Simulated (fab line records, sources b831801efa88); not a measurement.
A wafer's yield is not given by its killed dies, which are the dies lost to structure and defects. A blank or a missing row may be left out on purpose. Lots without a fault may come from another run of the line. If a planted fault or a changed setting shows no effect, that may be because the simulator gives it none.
The tool behind it: which one? + flow gf180mcu + 36 wafers sampled from 12 lots at 1 step of a route of 602

## WHAT EACH GAUGE READ, for each wafer
GF_M2_THK_MEAS_06: measures by xrf. Usual: for M2_ALCU_THK the level is 448 nm and the standard deviation is 7.3.
| lot  | measured     | on           | M2_ALCU_THK (nm) | flag |
|------|--------------|--------------|------------------|------|
| L323 | day 18 04:58 | filmMetro-02 | 445 441 460      |      |
| L324 | day 18 07:49 | filmMetro-03 | 443 448 445      |      |
| L326 | day 19 14:12 | filmMetro-03 | 438 442 461      |      |
| L327 | day 19 23:52 | filmMetro-03 | 447 442 450      |      |
| L329 | day 20 19:12 | filmMetro-03 | 451 452 459      |      |
| L328 | day 20 20:59 | filmMetro-03 | 450 444 450      |      |
| L331 | day 21 08:37 | filmMetro-03 | 449 443 447      |      |
| L330 | day 21 08:53 | filmMetro-02 | 447 447 451      |      |
| L332 | day 21 19:23 | filmMetro-02 | 456 442 454      |      |
| L338 | day 23 19:13 | filmMetro-01 | 448 431 432      |      |
| L339 | day 24 01:32 | filmMetro-01 | 457 449 452      |      |
| L346 | day 26 07:13 | filmMetro-02 | 450 446 458      |      |

## TOOL THAT RAN EACH LOT (tool first, then ch and the chambers of the sampled wafers, then the start)
No process step before these readings appears in the record.

## AS READ BY THE TOOLS THEMSELVES (means over the sampled wafers that have a number; for cases with no such wafer, the mark the record gives instead)
The record holds no such reading with a usual standard deviation.

## THE ANSWER, worked out from the rows above alone
Rule: a lot counts as off when the mean over its wafers that have a number is more than 3 standard deviations away from the usual mean. A lot without any number at a reading at which 4 lots or more have one is off too. All remaining lots with rows at the step are treated as sound. First the gauges in route order, then the tools' own readings, where a lot's mean is used as printed above. At the first step where some lot is off, the reading lying furthest off is the one used; lots without a number count as furthest.
No lot is off at any reading shown: from this, nothing can be told.

## WHAT HAD BEEN PUT IN BY THE SIMULATOR
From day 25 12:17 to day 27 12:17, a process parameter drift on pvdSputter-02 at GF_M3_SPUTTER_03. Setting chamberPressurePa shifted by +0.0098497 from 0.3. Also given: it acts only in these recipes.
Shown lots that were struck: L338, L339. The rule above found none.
